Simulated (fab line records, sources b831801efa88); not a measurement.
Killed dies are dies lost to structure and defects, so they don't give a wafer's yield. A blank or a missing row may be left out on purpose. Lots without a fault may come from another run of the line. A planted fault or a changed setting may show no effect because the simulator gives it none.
fab line records | flow gf180mcu
record lots=5 wafers=15 last_day=32
route steps=602 shown MIM@522 M5@526 V5@540
lots that met no fault: from a run of the same line without faults
start_h: hours from the record's first day to the start of the lot's first wafer shown | wait_h: hours since the lot's step before | " the same as in the row above | L1.1+2: a row that stands for several wafers | - no value, or no start given | * or withheld: withheld | < > ~ a bound
route shown NAME@n: a module of which the file shows steps, and the number in the route of the first | usual: mean/standard deviation of fault-free wafers | same: alike in all rows | chamber/n: place in a boat | sites: the reading at each site | _std_site: their standard deviation | _edge_site: outer sites' mean less inner sites' | radius_mm: how far each site lies from the wafer's centre | mask NAME#n: copy n | behind: the tool/chamber that last shaped the wafer | hold: why the lot was held/for how many hours/how that ended | device: the transistor (n, p or np) that didn't switch | end of line: the same wafers' tests at the end of the route | a step without rows: its recipe alone | killed: dies lost to structure and defects at the first sort, not the wafer's yield | map: a wafer's dies, x killed, . not, _ none there
set.NAME: the setting as run; set.NAME@STEP: as run at that earlier step | model.NAME: the simulator's own value behind a step, which no gauge read
lots at some steps of the route; a table a step, a row a wafer
services: from which hour (start_h, from the record's first day; less than 0 if before it) a tool's chamber was out of use, for how many hours, and why
## steps
# step GF_MIM_METAL_ETCH_19
# recipe chemistry=Cl2/BCl3 mask_material=NOVOLAK stop_on=Si3N4 target_depth_nm=324.5 pressure_mtorr=8 icp_w=800 bias_w=140 Cl2_flow_sccm=80 bcl3_flow_sccm=40 time_s=54.1
# usual drypump_motor_current_A=5.7/0.39 oes_product_au=0.940/0.0072 rf_fwd_power_W=792/3 throttle_valve_pct=28.284/0.012
# columns lot.wafer tool chamber start_h wait_h drypump_motor_current_A oes_product_au rf_fwd_power_W rf_hours_counter_h throttle_valve_pct
L075.2 rie_metal-01 0 587.68 0.1 6.1 0.934 793 1 28.266
L075.4 " 0 " " 6.0 0.950 791 - 28.256
L075.5 " 1 " " 5.1 0.935 791 - 28.273
L079.1 rie_metal-02 1 629.79 0.1 5.5 0.945 786 3 28.284
L079.2 " 0 " " 6.3 0.949 794 11 28.263
L079.6 " 1 " " 5.5 0.961 792 - 28.272
L083.2 rie_metal-02 0 654.67 0.1 6.3 0.938 795 12 28.284
L083.3 " 0 " " 6.3 0.931 795 - 28.291
L083.6 " 1 " " 5.5 0.928 785 - 28.308
L086.2 rie_metal-03 0 679.77 0.1 5.6 0.936 794 - 28.284
L086.3 " 0 " " 5.6 0.937 798 - 28.286
L086.6 " 0 " " 5.6 0.944 797 - 28.269
L089.2 rie_metal-01 1 697.32 0.1 5.1 0.933 795 8 28.290
L089.4 " 1 " " 5.1 0.935 795 - 28.299
L089.6 " 1 " " 5.1 0.935 796 - 28.295
# step GF_MIM_STRIP_20
# recipe chemistry=O2/N2 power_w=1400 pressure_mtorr=1500 platen_temp_c=250 o2_flow_sccm=3000 n2_flow_sccm=300 overash_fraction=0.5
# usual drypump_motor_current_A=5.7/0.44 heater_power_w=321/21 o2_flow_sccm=3002/8.8 oes_product_au=0.693/0.0051 strip_time_to_endpoint_s=11.22/0.057
# columns lot.wafer tool chamber start_h wait_h drypump_motor_current_A heater_power_w o2_flow_sccm oes_product_au rf_hours_counter_h strip_time_to_endpoint_s
L075.2 plasma_asher-04 0 587.75 0.0 5.2 312 2998 0.701 98 11.22
L075.4 " 0 " " 5.2 312 3003 0.698 - 11.23
L075.5 " 0 " " 5.2 312 3012 0.688 - 11.23
L079.1 plasma_asher-01 0 629.86 0.0 5.5 348 2995 0.692 87 11.19
L079.2 " 1 " " 6.1 313 2993 0.689 87 11.16
L079.6 " 1 " " 6.1 312 3014 0.687 - 11.18
L083.2 plasma_asher-02 1 654.74 0.0 6.4 338 3003 0.697 56 11.17
L083.3 " 1 " " 6.4 340 3006 0.677 - 11.16
L083.6 " 1 " " 6.4 347 3010 0.697 - 11.25
L086.2 plasma_asher-02 0 679.88 0.1 5.9 311 3008 0.700 58 11.24
L086.3 " 0 " " 5.8 308 3001 0.692 - 11.23
L086.6 " 1 " " 6.4 345 2997 0.701 - 11.28
L089.2 plasma_asher-04 0 697.39 0.0 5.2 313 3001 0.698 111 11.21
L089.4 " 1 " " 5.2 304 3014 0.695 - 11.23
L089.6 " 1 " " 5.2 302 3012 0.691 - 11.21
# step GF_MIM_STRIP_21
# recipe chemistry=post_etch_residue_remover time_s=1200 temp_c=72.5
# usual bath_heat_duty_pct=14.1/1.3
# columns lot.wafer tool chamber start_h wait_h bath_heat_duty_pct
L075.2 wet_bench-02 0 587.85 0.1 13.0
L075.4 " 0 " " 14.0
L075.5 " 0 " " 15.5
L079.1 wet_bench-02 1 629.96 0.1 13.4
L079.2 " 1 " " 12.6
L079.6 " 1 " " 13.4
L083.2 wet_bench-03 2 654.84 0.1 14.8
L083.3 " 2 " " 13.8
L083.6 " 2 " " 13.3
L086.2 wet_bench-02 2 679.98 0.1 16.4
L086.3 " 2 " " 16.1
L086.6 " 2 " " 16.7
L089.2 wet_bench-02 3 697.49 0.1 10.6
L089.4 " 3 " " 10.7
L089.6 " 3 " " 13.2
# step GF_MIM_CLEAN_22
# recipe chemistry=DIW dry=n2_spin
# columns lot.wafer tool chamber start_h wait_h
L075.2+4+5 wet_bench-04 3 588.53 0.0
L079.1+2+6 wet_bench-04 2 630.31 0.0
L083.2+3+6 wet_bench-02 1 655.19 0.0
L086.2+3+6 wet_bench-04 3 680.39 0.0
L089.2+4+6 wet_bench-03 3 697.87 0.0
# step GF_M5_DEHYDRATE_00
# recipe temp_c=200 time_s=60
# usual plate_temp_C=200.00/0.15
# columns lot.wafer tool chamber start_h wait_h plate_temp_C
L075.2 litho_track-04 0 598.97 10.3 199.97
L075.4 " 0 " " 200.15
L075.5 " 0 " " 200.08
L079.1 litho_track-04 0 639.84 9.4 200.13
L079.2 " 0 " " 199.90
L079.6 " 0 " " 200.23
L083.2 litho_track-01 0 664.70 9.4 199.94
L083.3 " 0 " " 200.00
L083.6 " 0 " " 200.18
L086.2 litho_track-04 0 688.82 8.3 200.14
L086.3 " 0 " " 200.21
L086.6 " 0 " " 200.25
L089.2 litho_track-02 0 706.64 8.7 200.06
L089.4 " 0 " " 200.12
L089.6 " 0 " " 200.09
# step GF_M5_HMDS_01
# recipe prime_time_s=60 prime_temp_c=120
# columns lot.wafer tool chamber start_h wait_h
L075.2+4+5 litho_track-04 0 599.12 0.1
L079.1+2+6 litho_track-04 0 639.99 0.1
L083.2+3+6 litho_track-01 0 664.85 0.1
L086.2+3+6 litho_track-04 0 688.97 0.1
L089.2+4+6 litho_track-02 0 706.79 0.1
# step GF_M5_COAT_02
# recipe resist=KrF spin_rpm=withheld resist_thk_nm=1000
# columns lot.wafer tool chamber start_h wait_h
L075.2+4+5 litho_track-04 0 599.27 0.1
L079.1+2+6 litho_track-04 0 640.14 0.1
L083.2+3+6 litho_track-01 0 665.00 0.1
L086.2+3+6 litho_track-04 0 689.12 0.1
L089.2+4+6 litho_track-02 0 706.94 0.1
# step GF_M5_SOFTBAKE_03
# recipe temp_c=130 time_s=60 resist=KrF
# usual plate_temp_C=129.99/0.14
# columns lot.wafer tool chamber start_h wait_h plate_temp_C
L075.2 litho_track-04 0 599.42 0.1 130.08
L075.4 " 0 " " 130.09
L075.5 " 0 " " 130.11
L079.1 litho_track-04 0 640.29 0.1 130.22
L079.2 " 0 " " 130.09
L079.6 " 0 " " 129.97
L083.2 litho_track-01 0 665.15 0.1 130.29
L083.3 " 0 " " 130.23
L083.6 " 0 " " 130.09
L086.2 litho_track-04 0 689.27 0.1 129.98
L086.3 " 0 " " 129.62
L086.6 " 0 " " 129.74
L089.2 litho_track-02 0 707.09 0.1 129.84
L089.4 " 0 " " 129.83
L089.6 " 0 " " 130.17
# step GF_M5_EXPOSE_04
# recipe mask_id=Metal5 target_cd_nm=280 na=0.68 source_shape=conventional sigma_outer=0.6 dose_mj=28
# columns lot.wafer tool chamber start_h wait_h mask
L075.2+4+5 krf_scanner-01 0 - - Metal5#0
L079.1+2+6 krf_scanner-02 0 - - Metal5#0
L083.2+3+6 krf_scanner-01 0 - - Metal5#0
L086.2+3+6 krf_scanner-02 0 - - Metal5#0
L089.2+4+6 krf_scanner-02 0 - - Metal5#0
# step GF_M5_PEB_05
# recipe peb_temp_c=135 peb_time_s=90 resist=KrF
# usual plate_temp_C=135.02/0.14
# columns lot.wafer tool chamber start_h wait_h plate_temp_C
L075.2 litho_track-04 0 - - 135.00
L075.4 " 0 " " 134.89
L075.5 " 0 " " 134.83
L079.1 litho_track-01 0 - - 135.04
L079.2 " 0 " " 135.01
L079.6 " 0 " " 134.87
L083.2 litho_track-01 0 - - 135.00
L083.3 " 0 " " 135.10
L083.6 " 0 " " 135.11
L086.2 litho_track-01 0 - - 134.96
L086.3 " 0 " " 135.07
L086.6 " 0 " " 135.16
L089.2 litho_track-01 0 - - 134.89
L089.4 " 0 " " 134.91
L089.6 " 0 " " 135.10
# step GF_M5_DEVELOP_06
# recipe develop_time_s=60 dev_temp_c=21
# columns lot.wafer tool chamber start_h wait_h
L075.2+4+5 litho_track-04 0 609.22 0.2
L079.1+2+6 litho_track-01 0 649.97 0.2
L083.2+3+6 litho_track-01 0 674.60 0.2
L086.2+3+6 litho_track-01 0 698.50 0.2
L089.2+4+6 litho_track-01 0 715.50 0.2
# step GF_M5_CD_MEAS_07
# recipe target_cd_nm=280
# usual cd_nm=280.4/1.1
# columns lot.wafer tool chamber start_h wait_h cd_nm
L075.2 cd_sem-01 - 609.36 0.1 279.4
L075.4 " - " " 279.1
L075.5 " - " " 279.6
L079.1 cd_sem-01 - 650.12 0.1 279.4
L079.2 " - " " 278.2
L079.6 " - " " 279.7
L083.2 cd_sem-01 - 674.74 0.1 277.8
L083.3 " - " " 279.2
L083.6 " - " " 280.1
L086.2 cd_sem-02 - 698.67 0.1 279.6
L086.3 " - " " 280.6
L086.6 " - " " 281.2
L089.2 cd_sem-02 - 715.64 0.1 282.1
L089.4 " - " " 281.3
L089.6 " - " " 280.8
# step GF_M5_OVL_MEAS_08
# usual M5_OVL=1/4.6
# columns lot.wafer tool chamber start_h wait_h M5_OVL[nm]
L075.2 overlay-01 - 609.47 0.1 6
L075.4 " - " " -4
L075.5 " - " " 2
L079.1 overlay-01 - 650.24 0.1 -6
L079.2 " - " " -3
L079.6 " - " " -2
L083.2 overlay-01 - 674.85 0.1 -3
L083.3 " - " " -5
L083.6 " - " " 5
L086.2 overlay-01 - 698.78 0.1 -5
L086.3 " - " " 5
L086.6 " - " " 0
L089.2 overlay-01 - 715.75 0.1 3
L089.4 " - " " -3
L089.6 " - " " 1
# step GF_M5_ETCH_09
# recipe chemistry=CF4/O2 target=Si3N4 target_depth_nm=52 source_w=800 bias_w=150 pressure_mtorr=150 cf4_flow_sccm=80 O2_flow_sccm=10 time_s=11.6
# usual cf4_flow_sccm=80.00/0.24 drypump_motor_current_A=5.9/0.37 oes_product_au=1.003/0.0076 rf_fwd_power_W=785/3.4 throttle_valve_pct=5.970/0.0093
# columns lot.wafer tool chamber start_h wait_h cf4_flow_sccm drypump_motor_current_A oes_product_au rf_fwd_power_W rf_hours_counter_h throttle_valve_pct
L075.2 rie_diel-02 0 609.50 0.0 79.89 6.2 0.992 785 22 5.953
L075.4 " 3 " " 79.86 5.6 1.003 793 1 5.975
L075.5 " 2 " " 80.33 6.1 0.999 782 - 5.952
L079.1 rie_diel-02 2 650.28 0.0 79.76 6.1 1.008 785 4 5.964
L079.2 " 1 " " 79.68 5.8 1.012 789 11 5.969
L079.6 " 0 " " 79.72 6.2 1.001 785 - 5.959
L083.2 rie_diel-02 2 674.88 0.0 79.97 6.1 0.997 786 5 5.978
L083.3 " 1 " " 79.62 5.8 1.014 787 12 5.986
L083.6 " 0 " " 80.15 6.1 1.014 787 - 5.966
L086.2 rie_diel-01 1 698.81 0.0 80.22 5.2 1.002 783 4 5.961
L086.3 " 0 " " 80.05 6.2 1.011 783 18 5.968
L086.6 " 0 " " 80.53 6.2 1.015 785 - 5.969
L089.2 rie_diel-02 3 715.78 0.0 79.85 5.6 1.005 785 5 5.965
L089.4 " 0 " " 80.05 6.2 0.999 782 26 5.951
L089.6 " 0 " " 80.18 6.2 1.007 780 - 5.975
# step GF_M5_METAL_ETCH_10
# recipe chemistry=Cl2/BCl3 mask_material=KrF target_depth_nm=627.5 stop_on=SiO2 pressure_mtorr=8 icp_w=800 bias_w=140 Cl2_flow_sccm=80 bcl3_flow_sccm=40 time_s=104.6
# usual drypump_motor_current_A=5.7/0.35 oes_product_au=0.972/0.0065 rf_fwd_power_W=795.1/2.8 throttle_valve_pct=28.250/0.011
# columns lot.wafer tool chamber start_h wait_h drypump_motor_current_A oes_product_au rf_fwd_power_W rf_hours_counter_h throttle_valve_pct
L075.2 rie_metal-01 0 609.53 0.0 6.0 0.966 797.2 1.3 28.245
L075.4 " 1 " " 5.1 0.972 798.3 - 28.256
L075.5 " 0 " " 6.0 0.954 795.6 - 28.235
L079.1 rie_metal-04 1 650.30 0.0 5.5 0.973 794.7 4.7 28.239
L079.2 " 0 " " 5.8 0.980 795.5 2.6 28.258
L079.6 " 0 " " 5.8 0.973 799.6 - 28.245
L083.2 rie_metal-04 1 674.90 0.0 5.6 0.979 799.7 5.5 28.256
L083.3 " 1 " " 5.6 0.961 799.0 - 28.260
L083.6 " 1 " " 5.6 0.974 799.5 - 28.234
L086.2 rie_metal-04 0 698.83 0.0 5.8 0.970 795.8 4.3 28.248
L086.3 " 1 " " 5.6 0.986 797.7 - 28.239
L086.6 " 0 " " 5.8 0.982 794.7 - 28.244
L089.2 rie_metal-04 0 715.80 0.0 5.7 0.979 792.4 5.2 28.249
L089.4 " 1 " " 5.6 0.980 797.1 - 28.238
L089.6 " 1 " " 5.6 0.989 794.9 - 28.239
# step GF_M5_STRIP_11
# recipe chemistry=O2/N2 power_w=1400 pressure_mtorr=1500 platen_temp_c=250 o2_flow_sccm=3000 n2_flow_sccm=300 overash_fraction=0.5
# usual drypump_motor_current_A=5.8/0.41 heater_power_w=329/21 o2_flow_sccm=3002/9.2 oes_product_au=0.544/0.0051 strip_time_to_endpoint_s=7.54/0.045
# columns lot.wafer tool chamber start_h wait_h drypump_motor_current_A heater_power_w o2_flow_sccm oes_product_au rf_hours_counter_h strip_time_to_endpoint_s
L075.2 plasma_asher-03 0 609.64 0.1 6.1 323 2998 0.545 17 7.61
L075.4 " 0 " " 6.1 325 2987 0.548 - 7.59
L075.5 " 1 " " 5.5 352 2978 0.548 - 7.64
L079.1 plasma_asher-03 1 650.42 0.1 5.5 358 3001 0.532 21 7.45
L079.2 " 0 " " 6.1 326 3011 0.538 21 7.51
L079.6 " 0 " " 6.0 330 3017 0.548 - 7.54
L083.2 plasma_asher-02 1 675.02 0.1 6.3 353 3006 0.543 58 7.47
L083.3 " 0 " " 5.9 311 2996 0.531 - 7.47
L083.6 " 0 " " 5.9 303 2994 0.544 - 7.46
L086.2 plasma_asher-02 0 698.94 0.1 5.8 328 2998 0.544 60 7.57
L086.3 " 1 " " 6.4 353 3009 0.543 - 7.52
L086.6 " 1 " " 6.4 353 3014 0.537 - 7.56
L089.2 plasma_asher-02 0 715.92 0.1 5.8 311 3007 0.551 62 7.62
L089.4 " 0 " " 5.8 308 3007 0.544 - 7.50
L089.6 " 0 " " 5.8 302 3000 0.548 - 7.56
# step GF_M5_STRIP_12
# recipe chemistry=post_etch_residue_remover time_s=1200 temp_c=72.5
# usual bath_heat_duty_pct=14.7/1.3
# columns lot.wafer tool chamber start_h wait_h bath_heat_duty_pct
L075.2 wet_bench-01 0 609.74 0.1 11.2
L075.4 " 0 " " 11.7
L075.5 " 0 " " 14.0
L079.1 wet_bench-01 2 650.52 0.1 15.6
L079.2 " 2 " " 15.8
L079.6 " 2 " " 15.1
L083.2 wet_bench-03 0 675.12 0.1 13.3
L083.3 " 0 " " 14.1
L083.6 " 0 " " 13.2
L086.2 wet_bench-03 0 699.04 0.1 13.5
L086.3 " 0 " " 14.3
L086.6 " 0 " " 14.3
L089.2 wet_bench-04 1 716.02 0.1 14.7
L089.4 " 1 " " 16.2
L089.6 " 1 " " 15.6
# step GF_M5_CLEAN_13
# recipe chemistry=DIW dry=n2_spin
# columns lot.wafer tool chamber start_h wait_h
L075.2+4+5 wet_bench-03 1 610.08 0.0
L079.1+2+6 wet_bench-04 2 650.89 0.0
L083.2+3+6 wet_bench-04 2 675.46 0.0
L086.2+3+6 wet_bench-01 1 699.42 0.0
L089.2+4+6 wet_bench-01 2 716.36 0.0
# step GF_V5_CVD_00
# recipe material=SiO2 target_thk_nm=300 sigma_open_frac=0.3 temp_c=400 time_s=50 sih4_flow_sccm=60 pressure_mtorr=6
# columns lot.wafer tool chamber start_h wait_h
L075.2+4+5 hdpcvd-01 1,0,1 610.18 0.0
L079.1+2+6 hdpcvd-01 1,0,0 650.98 0.0
L083.2+3+6 hdpcvd-02 1,2,0 675.55 0.0
L086.2+3+6 hdpcvd-02 0,2,1 699.52 0.0
L089.2+4+6 hdpcvd-01 2,2,1 716.46 0.0
# step GF_V5_THK_MEAS_01
# recipe reads=SiO2_of_V5_CVD_00
# usual V5_CVD_00_THK=299/3.5
# columns lot.wafer tool chamber start_h wait_h V5_CVD_00_THK[nm]
L075.2 film_metro-04 - 610.23 0.0 300
L075.4 " - " " 294
L075.5 " - " " 297
L079.1 film_metro-04 - 651.03 0.0 300
L079.2 " - " " 294
L079.6 " - " " 292
L083.2 film_metro-04 - 675.60 0.0 303
L083.3 " - " " 301
L083.6 " - " " 308
L086.2 film_metro-04 - 699.57 0.0 301
L086.3 " - " " 303
L086.6 " - " " 302
L089.2 film_metro-01 - 716.51 0.0 297
L089.4 " - " " 301
L089.6 " - " " 299
# step GF_V5_CVD_02
# recipe material=SiO2 target_thk_nm=1450 precursor=TEOS temp_c=400 time_s=163.28 rf_w=600
# usual heater_power_w=681/120 rf_fwd_power_W=598.0/1.8
# columns lot.wafer tool chamber start_h wait_h heater_power_w rf_fwd_power_W
L075.2 pecvd-04 2 610.28 0.0 632 599.8
L075.4 " 1 " " 723 597.6
L075.5 " 2 " " 667 600.3
L079.1 pecvd-02 1 651.09 0.1 701 595.4
L079.2 " 0 " " 789 598.8
L079.6 " 0 " " 651 598.9
L083.2 pecvd-03 2 675.65 0.0 622 598.9
L083.3 " 1 " " 709 598.7
L083.6 " 0 " " 474 599.1
L086.2 pecvd-03 2 699.62 0.0 701 597.3
L086.3 " 0 " " 594 597.5
L086.6 " 2 " " 569 600.7
L089.2 pecvd-02 2 716.56 0.0 718 598.4
L089.4 " 0 " " 632 599.6
L089.6 " 2 " " 561 599.7
# step GF_V5_THK_MEAS_03
# recipe reads=SiO2_of_V5_CVD_02
# usual V5_CVD_02_THK=1459/20
# columns lot.wafer tool chamber start_h wait_h V5_CVD_02_THK[nm]
L075.2 film_metro-01 - 610.40 0.1 1439
L075.4 " - " " 1461
L075.5 " - " " 1450
L079.1 film_metro-01 - 651.19 0.1 1454
L079.2 " - " " 1434
L079.6 " - " " 1470
L083.2 film_metro-04 - 675.77 0.1 1443
L083.3 " - " " 1455
L083.6 " - " " 1472
L086.2 film_metro-02 - 699.74 0.1 1446
L086.3 " - " " 1459
L086.6 " - " " 1450
L089.2 film_metro-04 - 716.68 0.1 1453
L089.4 " - " " 1449
L089.6 " - " " 1464
# step GF_V5_CMP_04
# recipe material=SiO2 down_force_psi=4 platen_rpm=60 pad_velocity_m_s=0.94248
# usual edge_zone_pressure_frac=1.000/0.0049 motor_current_A=11.8/0.8
# columns lot.wafer tool chamber start_h wait_h edge_zone_pressure_frac motor_current_A
L075.2 cmp-02 0 610.45 0.0 0.993 10.8
L075.4 " 1 " " 0.997 11.8
L075.5 " 1 " " 1.014 11.5
L079.1 cmp-01 2 651.30 0.1 1.000 12.4
L079.2 " 3 " " 0.994 10.6
L079.6 " 1 " " 1.002 12.6
L083.3 cmp-01 3 675.92 0.1 1.002 10.9
L083.2 " 0 " " 0.993 13.5
L083.6 " 1 " " 1.002 12.4
L086.3 cmp-01 0 699.89 0.1 1.012 12.6
L086.2 " 1 " " 1.001 12.5
L086.6 " 2 " " 0.996 12.5
L089.2 cmp-02 2 716.83 0.1 0.996 10.8
L089.4 " 3 " " 1.001 12.2
L089.6 " 1 " " 1.001 10.6
# step GF_V5_BOW_MEAS_05
# recipe mode=bow
# usual V5_BOW=130/10
# columns lot.wafer tool chamber start_h wait_h V5_BOW[um]
L075.2 film_metro-04 - 610.77 0.3 127
L075.4 " - " " 133
L075.5 " - " " 134
L079.1 film_metro-02 - 651.55 0.2 134
L079.2 " - " " 125
L079.6 " - " " 140
L083.2 film_metro-01 - 676.14 0.1 109
L083.3 " - " " 101
L083.6 " - " " 114
L086.2 film_metro-04 - 700.11 0.1 123
L086.3 " - " " 121
L086.6 " - " " 112
L089.2 film_metro-01 - 717.05 0.2 143
L089.4 " - " " 139
L089.6 " - " " 138
# step GF_V5_DEHYDRATE_06
# recipe temp_c=200 time_s=60
# usual plate_temp_C=199.97/0.17
# columns lot.wafer tool chamber start_h wait_h plate_temp_C
L075.2 litho_track-02 0 620.49 9.7 199.79
L075.4 " 0 " " 199.98
L075.5 " 0 " " 200.08
L079.1 litho_track-03 0 661.13 9.6 199.80
L079.2 " 0 " " 199.96
L079.6 " 0 " " 200.12
L083.2 litho_track-01 0 685.10 8.9 200.03
L083.3 " 0 " " 200.21
L083.6 " 0 " " 200.19
L086.2 litho_track-03 0 708.26 8.1 200.11
L086.3 " 0 " " 199.87
L086.6 " 0 " " 200.04
L089.2 litho_track-03 0 725.51 8.4 200.01
L089.4 " 0 " " 200.34
L089.6 " 0 " " 200.35
# step GF_V5_HMDS_07
# recipe prime_time_s=60 prime_temp_c=120
# columns lot.wafer tool chamber start_h wait_h
L075.2+4+5 litho_track-02 0 620.64 0.1
L079.1+2+6 litho_track-03 0 661.28 0.1
L083.2+3+6 litho_track-01 0 685.25 0.1
L086.2+3+6 litho_track-03 0 708.41 0.1
L089.2+4+6 litho_track-03 0 725.66 0.1
# step GF_V5_COAT_08
# recipe resist=BARC temp_c=withheld time_s=withheld spin_rpm=withheld resist_thk_nm=withheld
# columns lot.wafer tool chamber start_h wait_h
L075.2+4+5 litho_track-02 0 620.79 0.1
L079.1+2+6 litho_track-03 0 661.43 0.1
L083.2+3+6 litho_track-01 0 685.40 0.1
L086.2+3+6 litho_track-03 0 708.56 0.1
L089.2+4+6 litho_track-03 0 725.81 0.1
# step GF_V5_COAT_09
# recipe resist=KrF spin_rpm=withheld resist_thk_nm=1000
# columns lot.wafer tool chamber start_h wait_h
L075.2+4+5 litho_track-02 0 - -
L079.1+2+6 litho_track-03 0 - -
L083.2+3+6 litho_track-01 0 - -
L086.2+3+6 litho_track-03 0 - -
L089.2+4+6 litho_track-03 0 - -
# step GF_V5_SOFTBAKE_10
# recipe temp_c=130 time_s=60 resist=KrF
# usual plate_temp_C=129.98/0.15
# columns lot.wafer tool chamber start_h wait_h plate_temp_C
L075.2 litho_track-02 0 - - 129.91
L075.4 " 0 " " 129.80
L075.5 " 0 " " 130.10
L079.1 litho_track-03 0 - - 130.06
L079.2 " 0 " " 130.17
L079.6 " 0 " " 129.88
L083.2 litho_track-01 0 - - 129.92
L083.3 " 0 " " 130.06
L083.6 " 0 " " 129.97
L086.2 litho_track-03 0 - - 130.19
L086.3 " 0 " " 130.16
L086.6 " 0 " " 130.11
L089.2 litho_track-03 0 - - 129.87
L089.4 " 0 " " 129.92
L089.6 " 0 " " 130.08
# step GF_V5_EXPOSE_11
# recipe mask_id=Via5 target_cd_nm=260 na=0.68 source_shape=conventional sigma_outer=0.6 dose_mj=38
# columns lot.wafer tool chamber start_h wait_h mask
L075.2+4+5 krf_scanner-01 0 - - Via5#0
L079.1+2+6 krf_scanner-02 0 - - Via5#0
L083.2+3+6 krf_scanner-02 0 - - Via5#0
L086.2+3+6 krf_scanner-01 0 - - Via5#0
L089.2+4+6 krf_scanner-02 0 - - Via5#0
# step GF_V5_PEB_12
# recipe peb_temp_c=135 peb_time_s=90 resist=KrF
# usual plate_temp_C=134.99/0.12
# columns lot.wafer tool chamber start_h wait_h plate_temp_C
L075.2 litho_track-02 0 - - 134.85
L075.4 " 0 " " 134.71
L075.5 " 0 " " 135.05
L079.1 litho_track-01 0 - - 134.83
L079.2 " 0 " " 135.09
L079.6 " 0 " " 134.97
L083.2 litho_track-01 0 - - 134.71
L083.3 " 0 " " 135.01
L083.6 " 0 " " 134.80
L086.2 litho_track-02 0 - - 135.01
L086.3 " 0 " " 135.31
L086.6 " 0 " " 135.07
L089.2 litho_track-03 0 - - 135.00
L089.4 " 0 " " 134.96
L089.6 " 0 " " 134.83
# step GF_V5_DEVELOP_13
# recipe develop_time_s=60 resist=KrF dev_temp_c=21
# columns lot.wafer tool chamber start_h wait_h
L075.2+4+5 litho_track-02 0 630.44 0.2
L079.1+2+6 litho_track-01 0 671.02 0.2
L083.2+3+6 litho_track-01 0 694.70 0.2
L086.2+3+6 litho_track-02 0 718.48 0.2
L089.2+4+6 litho_track-03 0 734.36 0.2
# step GF_V5_CD_MEAS_14
# recipe target_cd_nm=260
# usual cd_nm=260.1/1.1
# columns lot.wafer tool chamber start_h wait_h cd_nm
L075.2 cd_sem-01 - 630.58 0.1 259.6
L075.4 " - " " 259.4
L075.5 " - " " 259.8
L079.1 cd_sem-01 - 671.17 0.1 260.5
L079.2 " - " " 260.8
L079.6 " - " " 259.9
L083.2 cd_sem-02 - 694.95 0.2 259.5
L083.3 " - " " 260.5
L083.6 " - " " 260.2
L086.2 cd_sem-01 - 718.71 0.2 257.4
L086.3 " - " " 258.8
L086.6 " - " " 258.1
L089.2 cd_sem-02 - 734.50 0.1 262.1
L089.4 " - " " 261.4
L089.6 " - " " 262.5
# step GF_V5_OVL_MEAS_15
# usual V5_OVL=1/4.4
# columns lot.wafer tool chamber start_h wait_h V5_OVL[nm]
L075.2 overlay-01 - 630.69 0.1 -2
L075.4 " - " " -5
L075.5 " - " " 1
L079.1 overlay-02 - 671.29 0.1 -1
L079.2 " - " " 1
L079.6 " - " " 0
L083.2 overlay-02 - 695.05 0.1 -2
L083.3 " - " " -1
L083.6 " - " " 5
L086.2 overlay-02 - 718.82 0.1 7
L086.3 " - " " 2
L086.6 " - " " 5
L089.2 overlay-02 - 734.61 0.1 3
L089.4 " - " " 9
L089.6 " - " " 4
# step GF_V5_ETCH_16
# recipe chemistry=N2/H2 target_depth_a=withheld overetch_a=withheld time_s=withheld target=BARC ion_energy_ev=200 source_w=500 bias_w=100 pressure_mtorr=30 n2_flow_sccm=100 h2_flow_sccm=200
# usual drypump_motor_current_A=5.8/0.5 h2_flow_sccm=200.1/0.68 oes_product_au=0.856/0.0048 rf_fwd_power_W=494.1/2.4 throttle_valve_pct=13.225/0.0085
# columns lot.wafer tool chamber start_h wait_h drypump_motor_current_A h2_flow_sccm oes_product_au rf_fwd_power_W throttle_valve_pct
L075.2 rie_diel-01 2 630.72 0.0 6.0 200.5 0.856 496.3 13.224
L075.4 " 1 " " 5.3 199.9 0.859 490.9 13.212
L075.5 " 2 " " 6.0 199.2 0.852 494.8 13.220
L079.1 rie_diel-01 3 671.33 0.0 6.5 201.2 0.852 494.4 13.234
L079.2 " 0 " " 6.2 200.0 0.856 494.5 13.230
L079.6 " 0 " " 6.2 199.8 0.850 492.8 13.230
L083.2 rie_diel-03 3 695.08 0.0 5.4 200.6 0.863 499.3 13.226
L083.3 " 1 " " 6.3 200.7 0.859 495.5 13.230
L083.6 " 0 " " 4.9 200.5 0.855 492.9 13.214
L086.2 rie_diel-02 0 718.85 0.0 6.2 201.1 0.850 494.3 13.222
L086.3 " 1 " " 5.8 199.2 0.852 495.4 13.237
L086.6 " 2 " " 6.1 200.6 0.859 491.1 13.233
L089.2 rie_diel-02 0 734.64 0.0 6.2 199.8 0.863 494.7 13.233
L089.4 " 3 " " 5.6 199.2 0.853 495.9 13.216
L089.6 " 0 " " 6.2 199.6 0.857 496.8 13.231
# step GF_V5_ETCH_17
# recipe chemistry=C4F8/O2/Ar mask_material=KrF target=SiO2 stop_on=TiN source_w=1500 bias_w=1200 pressure_mtorr=40 c4f8_flow_sccm=withheld O2_flow_sccm=6 Ar_flow_sccm=300 time_s=withheld target_depth_a=8550
# usual oes_product_au=0.860/0.0045 rf_fwd_power_W=1493/5.2
# columns lot.wafer tool chamber start_h wait_h oes_product_au rf_fwd_power_W
L075.2 rie_diel-01 2 - - 0.859 1499
L075.4 " 1 " " 0.861 1489
L075.5 " 2 " " 0.856 1498
L079.1 rie_diel-01 3 - - 0.864 1494
L079.2 " 0 " " 0.858 1487
L079.6 " 0 " " 0.844 1492
L083.2 rie_diel-03 3 - - 0.858 1501
L083.3 " 1 " " 0.861 1497
L083.6 " 0 " " 0.857 1490
L086.2 rie_diel-02 0 - - 0.862 1496
L086.3 " 1 " " 0.848 1500
L086.6 " 2 " " 0.857 1495
L089.2 rie_diel-02 0 - - 0.863 1504
L089.4 " 3 " " 0.865 1497
L089.6 " 0 " " 0.858 1497
## services
# columns tool chamber start_h hours kind
krf_scanner-02 - 564.24 4.0 pm
krf_scanner-01 - 565.37 0.4 repair
krf_scanner-02 - 568.65 0.8 pm
cmp-01 - 572.08 4.0 pm
krf_scanner-01 - 573.40 0.8 pm
rie_diel-01 3 573.70 5.4 repair
cmp-01 - 575.08 2.5 repair
krf_scanner-01 - 588.51 1.0 repair
rie_diel-02 3 588.79 3.1 repair
wet_bench-04 - 592.67 1.4 repair
rie_metal-04 0 613.29 1.2 repair
krf_scanner-01 - 613.45 1.0 pm
hdpcvd-01 - 615.42 5.5 pm
krf_scanner-02 - 621.83 0.2 repair
cmp-01 - 635.22 3.5 repair
hdpcvd-01 2 641.66 5.0 repair
krf_scanner-01 - 659.10 0.8 repair
krf_scanner-01 - 674.62 0.7 repair
rie_diel-01 1 678.20 5.8 repair
krf_scanner-02 - 679.57 1.3 pm
krf_scanner-01 - 696.26 4.0 pm
krf_scanner-01 - 700.28 1.3 pm
plasma_asher-02 - 705.51 0.6 repair
krf_scanner-02 - 714.69 1.0 pm
## key
fault none
